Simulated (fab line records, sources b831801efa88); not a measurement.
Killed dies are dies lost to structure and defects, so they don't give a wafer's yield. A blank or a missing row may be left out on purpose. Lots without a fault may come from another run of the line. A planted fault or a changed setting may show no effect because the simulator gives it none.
A struck lot beside a sound one | flow sky130 | 18 steps out of a route of 708
Sound: wafers L953.2, L953.4, L953.6. Struck: wafer L963.2. (L963.1, L963.5 of the same lot were not struck and are left out.) The cause comes at the end.
At each step with rows: each side's tool, then ch and its chambers, then its first start. Under that, the readings that differ: sound wafers | struck wafers | difference of the means | sigmas: that difference in standard deviations of wafers without a fault.
alike: readings whose means differ by less than 2 such deviations, and words and numbers that are the same on both sides. not compared: withheld readings, readings that some wafer has no value for, bounds like >300 that may hide the same value, and numbers for which the record gives no deviation and whose values overlap.
The two part at a step that has a row with sigmas, a row that says differs or no value, or rows on one side only. Numbers that don't overlap but have no deviation are shown without sigmas and don't part them. A reading that every wafer of one side lacks parts them only if that side has two wafers or more.

first, 3 steps without rows for these wafers: SKY_VIA1_EXPOSE_09 (exposes mask VIM, target cd 150 nm); SKY_VIA1_PEB_10; SKY_VIA1_DEVELOP_11 (develop time 60 s).
SKY_VIA1_CD_MEAS_12: target cd 150 nm.
  sound on cd_sem-02, day 35 13:57; struck on cd_sem-01, day 38 08:38
  alike: cd_nm
SKY_VIA1_OVL_MEAS_13:
  sound on overlay-01, day 35 14:04; struck on overlay-01, day 38 08:46
  alike: VIA1_OVL
SKY_VIA1_ETCH_14: etches BARC in N2/H2, stops on SiO2, time 45.9 s, target depth 60 nm.
  sound on rie_diel-04 ch 0,1,3, day 35 14:05; struck on rie_diel-03 ch 3, day 38 08:47
  alike: drypump_motor_current_A, oes_product_au, rf_fwd_power_W, throttle_valve_pct
  not compared: rf_hours_counter_h
SKY_VIA1_ETCH_15: etches SiO2 in C4F8/O2/Ar, stops on TiN, target depth 351 nm, time 54 s.
  sound on rie_diel-04 ch 0,1,3, day 35 14:08; struck on rie_diel-03 ch 3, day 38 08:50
  alike: oes_product_au, rf_fwd_power_W
  not compared: rf_hours_counter_h
SKY_VIA1_STRIP_16: strips in O2/N2.
  sound on plasma_asher-04 ch 0,1, day 35 14:11; struck on plasma_asher-01 ch 0, day 38 08:53
  alike: drypump_motor_current_A, o2_flow_sccm, oes_product_au, strip_time_to_endpoint_s
  not compared: rf_hours_counter_h
then, 3 steps without rows for these wafers: SKY_VIA1_STRIP_17 (strips in post etch residue remover, time 1200 s); SKY_VIA1_CLEAN_18 (cleans in IPA, time 180 s); SKY_VIA1_CLEAN_19 (cleans in O3/DIW).
SKY_VIA1_SPUTTER_20: material TiN, target thk 20 nm, time 80 s.
  sound on pvd_sputter-04, day 35 14:46; struck on pvd_sputter-02, day 38 09:49
  alike: throttle_valve_pct
SKY_VIA1_CVD_21: deposits W, target thk 270 nm, time 80.902 s.
  sound on cvd_w-02 ch 1, day 35 14:50; struck on cvd_w-01 ch 0, day 38 09:52
  reading                            | sound             | struck | difference | sigmas
  model.W_of_VIA1_CVD_21.thk_nm (nm) | 277.5 273.9 275.9 | 98.47  | -177.30    |
  alike: heater_power_w
SKY_VIA1_RS_MEAS_22: measures by four-point-probe.
  sound on film_metro-02, day 35 14:56; struck on film_metro-04, day 38 09:58
  reading            | sound             | struck | difference | sigmas
  VIA1_W_RS (ohm/sq) | 0.415 0.421 0.417 | 1.202  | +0.784     | +99 or more
SKY_VIA1_THK_MEAS_23: measures by xrf.
  sound on film_metro-02, day 35 15:03; struck on film_metro-04, day 38 10:05
  reading         | sound       | struck | difference | sigmas
  VIA1_W_THK (nm) | 275 272 273 | 98     | -175       | -39
SKY_VIA1_CMP_24: polishes, stops on SiO2, t overpolish 15 s, target thk 0 nm.
  sound on cmp-01 ch 1,3, day 35 15:06; struck on cmp-01 ch 3, day 38 10:12
  reading                | sound    | struck | difference | sigmas
  time_to_endpoint_s (s) | 68 65 66 | 25     | -41        | -12
  alike: motor_current_A
SKY_METAL2_SPUTTER_00: material Ti, target thk 15 nm, time 10 s.
  sound on pvd_sputter-03, day 35 15:24; struck on pvd_sputter-01, day 38 10:27
  reading                | sound          | struck | difference | sigmas
  throttle_valve_pct (%) | 30.9 30.6 30.8 | 27.2   | -3.6       | -3
then, 1 step without rows for these wafers: SKY_PAD_OPEN_PROBE_99.

WHERE THEY PART
First at SKY_VIA1_RS_MEAS_22; last, within this record, at SKY_METAL2_SPUTTER_00.

WHY: what the simulator had put in
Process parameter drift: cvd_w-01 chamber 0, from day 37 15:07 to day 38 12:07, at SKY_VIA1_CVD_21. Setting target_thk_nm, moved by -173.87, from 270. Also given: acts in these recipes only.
